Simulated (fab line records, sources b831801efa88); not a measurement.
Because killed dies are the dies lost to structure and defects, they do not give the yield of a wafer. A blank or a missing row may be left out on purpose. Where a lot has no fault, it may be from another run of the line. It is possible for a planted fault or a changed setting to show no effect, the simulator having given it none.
What tool caused it? | flow sfqLine | Sampling: 14 lots, 42 wafers, 6 of 325 route steps

## WHAT THE GAUGES READ, wafer by wafer
SFQ_R5_RS_MEAS_933: measurement is done with a four-point probe. Usual: R5_MONX_RS gives 7.09 ohm/sq (standard deviation 0.082).
lot  | measured     | on           | R5_MONX_RS (ohm/sq) | flag
L254 | day 58 23:22 | filmMetro-02 | 7.28 7.24 7.30      | 
L256 | day 59 11:29 | filmMetro-03 | 7.15 7.08 7.12      | 
L257 | day 59 15:23 | filmMetro-03 | 7.15 7.11 7.08      | 
L261 | day 60 02:28 | filmMetro-03 | 7.17 7.18 7.16      | 
L262 | day 60 05:30 | filmMetro-02 | 7.08 7.06 7.02      | 
L263 | day 60 08:26 | filmMetro-03 | 7.16 7.15 7.12      | 
L264 | day 60 11:28 | filmMetro-04 | 7.10 7.12 7.11      | 
L265 | day 61 21:37 | filmMetro-04 | 9.30 9.31 9.34      | OFF
L267 | day 62 12:49 | filmMetro-04 | 7.00 7.06 7.01      | 
L268 | day 62 15:49 | filmMetro-03 | 9.21 9.38 9.20      | OFF
L270 | day 64 11:02 | filmMetro-03 | 7.04 7.09 7.08      | 
L274 | day 69 10:55 | filmMetro-03 | 7.11 7.12 7.16      | 
L275 | day 69 13:56 | filmMetro-02 | 6.93 6.97 7.00      | 
L276 | day 69 19:56 | filmMetro-02 | 7.04 7.04 6.99      | 

SFQ_R5_THK_MEAS_934: measures by xrf. Usual: R5_MONX_THK gives 38.8 nm (standard deviation 0.53).
lot  | measured     | on           | R5_MONX_THK (nm) | flag
L254 | day 58 23:29 | filmMetro-02 | 38.0 38.3 37.7   | 
L256 | day 59 11:35 | filmMetro-03 | 38.3 39.0 38.7   | 
L257 | day 59 15:30 | filmMetro-03 | 38.4 39.0 38.9   | 
L261 | day 60 02:34 | filmMetro-03 | 38.3 38.6 38.7   | 
L262 | day 60 05:35 | filmMetro-02 | 39.0 39.3 39.4   | 
L263 | day 60 08:34 | filmMetro-03 | 38.5 38.8 38.4   | 
L264 | day 60 11:34 | filmMetro-04 | 38.3 38.3 38.2   | 
L265 | day 61 21:44 | filmMetro-04 | 28.7 28.6 28.6   | OFF
L267 | day 62 12:55 | filmMetro-04 | 38.7 38.6 38.7   | 
L268 | day 62 15:55 | filmMetro-03 | 29.7 29.1 29.8   | OFF
L270 | day 64 11:08 | filmMetro-03 | 39.3 38.7 39.0   | 
L274 | day 69 11:02 | filmMetro-03 | 38.8 38.7 38.7   | 
L275 | day 69 14:03 | filmMetro-02 | 39.7 39.7 39.5   | 
L276 | day 69 20:03 | filmMetro-02 | 39.3 39.1 39.4   | 

## EACH LOT AND THE TOOL THAT RAN IT (in order: tool; ch and the chambers of the sampled wafers; start)
lot  | SFQ_TRILAYER_I4_VIA_STRIP_STRIP_107 | SFQ_TRILAYER_JJ_CE_BARC_OPEN_RIE_150 | SFQ_TRILAYER_R5_DEP_SPUTTER_133 | SFQ_TRILAYER_R5_DEP_SPUTTER_134
L254 | rieMetal-01 ch 0,1, day 47 14:22    | rieMetal-01 ch 0,1, day 53 07:01     | pvdSputter-05, day 58 23:17     | pvdSputter-05, day 58 23:21
L256 | rieMetal-03 ch 0,1, day 48 08:34    | rieMetal-04 ch 0,1, day 53 21:26     | pvdSputter-03, day 59 11:22     | pvdSputter-03, day 59 11:25
L257 | rieMetal-01 ch 0,1, day 48 14:22    | rieMetal-02 ch 0, day 54 01:01       | pvdSputter-05, day 59 15:19     | pvdSputter-05, day 59 15:22
L261 | rieMetal-02 ch 0,1, day 48 23:58    | rieMetal-01 ch 0,1, day 54 08:13     | pvdSputter-03, day 60 02:22     | pvdSputter-03, day 60 02:25
L262 | rieMetal-02 ch 0,1, day 49 03:46    | rieMetal-01 ch 0,1, day 54 11:50     | pvdSputter-05, day 60 05:22     | pvdSputter-05, day 60 05:25
L263 | rieMetal-01 ch 0, day 49 07:10      | rieMetal-01 ch 0,1, day 54 16:37     | pvdSputter-03, day 60 08:22     | pvdSputter-03, day 60 08:25
L264 | rieMetal-02 ch 0,1, day 49 08:59    | rieMetal-04 ch 0,1, day 54 21:25     | pvdSputter-05, day 60 11:22     | pvdSputter-05, day 60 11:25
L265 | rieMetal-01 ch 0,1, day 51 11:15    | rieMetal-02 ch 0, day 57 01:01       | pvdSputter-05, day 61 21:32     | pvdSputter-05, day 61 21:35
L267 | rieMetal-01 ch 0, day 52 03:47      | rieMetal-04 ch 0,1, day 57 11:17     | pvdSputter-03, day 62 12:43     | pvdSputter-03, day 62 12:46
L268 | rieMetal-01 ch 0,1, day 52 13:29    | rieMetal-01 ch 0, day 57 18:31       | pvdSputter-05, day 62 15:43     | pvdSputter-05, day 62 15:46
L270 | rieMetal-03 ch 0,1, day 55 06:50    | rieMetal-04 ch 0,1, day 60 07:50     | pvdSputter-03, day 64 10:55     | pvdSputter-03, day 64 10:58
L274 | rieMetal-01 ch 0,1, day 61 12:45    | rieMetal-02 ch 0,1, day 65 07:48     | pvdSputter-05, day 69 10:51     | pvdSputter-05, day 69 10:54
L275 | rieMetal-01 ch 0, day 61 15:09      | rieMetal-02 ch 1, day 65 10:12       | pvdSputter-04, day 69 13:51     | pvdSputter-04, day 69 13:54
L276 | rieMetal-01 ch 0,1, day 61 19:57    | rieMetal-02 ch 0,1, day 65 13:48     | pvdSputter-03, day 69 19:51     | pvdSputter-03, day 69 19:54
- SFQ_TRILAYER_I4_VIA_STRIP_STRIP_107: strips in O2.
- SFQ_TRILAYER_JJ_CE_BARC_OPEN_RIE_150: chemistry O2, target BARC, target depth 240 nm, time 80 s.
- SFQ_TRILAYER_R5_DEP_SPUTTER_133: material MoNx, target thk 40 nm, time 66.7 s.
- SFQ_TRILAYER_R5_DEP_SPUTTER_134: material Ti, target thk 5 nm, time 5 s.

## WHAT THE TOOLS THEMSELVES READ (means of the sampled wafers that have a number; where no wafer has one, the mark that the record gives instead)
SFQ_TRILAYER_I4_VIA_STRIP_STRIP_107. Usual: drypumpMotorCurrentA 5.7 A, standard deviation 0.43; oesProductAu 0.998 a.u., standard deviation 0.0077.
lot  | tool        | drypumpMotorCurrentA (A) | oesProductAu (a.u.) | flag
L254 | rieMetal-01 | 5.7                      | 0.990               | 
L256 | rieMetal-03 | 5.4                      | 0.999               | 
L257 | rieMetal-01 | 5.7                      | 0.996               | 
L261 | rieMetal-02 | 5.9                      | 1.008               | 
L262 | rieMetal-02 | 5.9                      | 0.999               | 
L263 | rieMetal-01 | 6.1                      | 0.999               | 
L264 | rieMetal-02 | 6.1                      | 1.001               | 
L265 | rieMetal-01 | 5.9                      | 1.005               | 
L267 | rieMetal-01 | 6.1                      | 1.003               | 
L268 | rieMetal-01 | 5.7                      | 0.988               | 
L270 | rieMetal-03 | 5.4                      | 0.997               | 
L274 | rieMetal-01 | 5.9                      | 0.992               | 
L275 | rieMetal-01 | 6.1                      | 0.985               | 
L276 | rieMetal-01 | 5.9                      | 0.990               | 

SFQ_TRILAYER_JJ_CE_BARC_OPEN_RIE_150. Usual: drypumpMotorCurrentA 5.7 A, standard deviation 0.54; oesProductAu 0.537 a.u., standard deviation 0.0045.
lot  | tool        | drypumpMotorCurrentA (A) | oesProductAu (a.u.) | flag
L254 | rieMetal-01 | 5.9                      | 0.539               | 
L256 | rieMetal-04 | 5.1                      | 0.539               | 
L257 | rieMetal-02 | 6.4                      | 0.533               | 
L261 | rieMetal-01 | 5.9                      | 0.538               | 
L262 | rieMetal-01 | 5.9                      | 0.538               | 
L263 | rieMetal-01 | 5.9                      | 0.541               | 
L264 | rieMetal-04 | 5.2                      | 0.545               | 
L265 | rieMetal-02 | 6.4                      | 0.536               | 
L267 | rieMetal-04 | 5.1                      | 0.536               | 
L268 | rieMetal-01 | 6.1                      | 0.534               | 
L270 | rieMetal-04 | 5.2                      | 0.536               | 
L274 | rieMetal-02 | 5.9                      | 0.536               | 
L275 | rieMetal-02 | 5.6                      | 0.535               | 
L276 | rieMetal-02 | 5.9                      | 0.537               | 

SFQ_TRILAYER_R5_DEP_SPUTTER_133. Usual: basePressurePa 1.33e-06 Pa, standard deviation 8.8e-08; throttleValvePct 30.4 %, standard deviation 1.
lot  | tool          | basePressurePa (Pa) | throttleValvePct (%) | flag
L254 | pvdSputter-05 | 1.36e-06            | 30.5                 | 
L256 | pvdSputter-03 | 1.38e-06            | 30.9                 | 
L257 | pvdSputter-05 | 1.28e-06            | 30.3                 | 
L261 | pvdSputter-03 | 1.35e-06            | 30.2                 | 
L262 | pvdSputter-05 | 1.23e-06            | 30.4                 | 
L263 | pvdSputter-03 | 1.34e-06            | 30.6                 | 
L264 | pvdSputter-05 | 1.36e-06            | 29.8                 | 
L265 | pvdSputter-05 | 1.26e-06            | 30.4                 | 
L267 | pvdSputter-03 | 1.33e-06            | 29.7                 | 
L268 | pvdSputter-05 | 1.33e-06            | 30.9                 | 
L270 | pvdSputter-03 | 1.34e-06            | 31.5                 | 
L274 | pvdSputter-05 | 1.33e-06            | 30.1                 | 
L275 | pvdSputter-04 | 1.24e-06            | 30.8                 | 
L276 | pvdSputter-03 | 1.36e-06            | 30.7                 | 

SFQ_TRILAYER_R5_DEP_SPUTTER_134. Usual: basePressurePa 1.33e-06 Pa, standard deviation 8.1e-08; throttleValvePct 30.4 %, standard deviation 1.
lot  | tool          | basePressurePa (Pa) | throttleValvePct (%) | flag
L254 | pvdSputter-05 | 1.32e-06            | 30.6                 | 
L256 | pvdSputter-03 | 1.32e-06            | 30.7                 | 
L257 | pvdSputter-05 | 1.29e-06            | 30.2                 | 
L261 | pvdSputter-03 | 1.34e-06            | 30.1                 | 
L262 | pvdSputter-05 | 1.33e-06            | 30.2                 | 
L263 | pvdSputter-03 | 1.34e-06            | 30.7                 | 
L264 | pvdSputter-05 | 1.33e-06            | 29.8                 | 
L265 | pvdSputter-05 | 1.29e-06            | 30.4                 | 
L267 | pvdSputter-03 | 1.35e-06            | 29.6                 | 
L268 | pvdSputter-05 | 1.39e-06            | 30.9                 | 
L270 | pvdSputter-03 | 1.25e-06            | 31.5                 | 
L274 | pvdSputter-05 | 1.30e-06            | 30.3                 | 
L275 | pvdSputter-04 | 1.37e-06            | 30.8                 | 
L276 | pvdSputter-03 | 1.33e-06            | 30.4                 | 

## THE ANSWER, worked out from the rows above alone
Rule: a lot is off if the mean of its wafers that have a number lies more than 3 standard deviations from the usual mean. A lot without any number at a reading at which 4 lots or more have one is off too. Where the step has rows for the other lots, those lots are counted as sound. First the gauges in route order, then the tools' own readings, where a lot's mean is used as printed above. At the first step where some lot is off, the reading lying furthest off is the one used; lots without a number count as furthest.
Off: L265, L268, at SFQ_R5_RS_MEAS_933 (R5_MONX_RS).
A tool fits if, at a process step before that reading, it ran every lot that is off, and no sound lot after the first of them. Those tools and the gauges at SFQ_R5_RS_MEAS_933 are tried in the same way. Not one of the candidates tried fits.

## WHAT HAD BEEN PUT IN BY THE SIMULATOR
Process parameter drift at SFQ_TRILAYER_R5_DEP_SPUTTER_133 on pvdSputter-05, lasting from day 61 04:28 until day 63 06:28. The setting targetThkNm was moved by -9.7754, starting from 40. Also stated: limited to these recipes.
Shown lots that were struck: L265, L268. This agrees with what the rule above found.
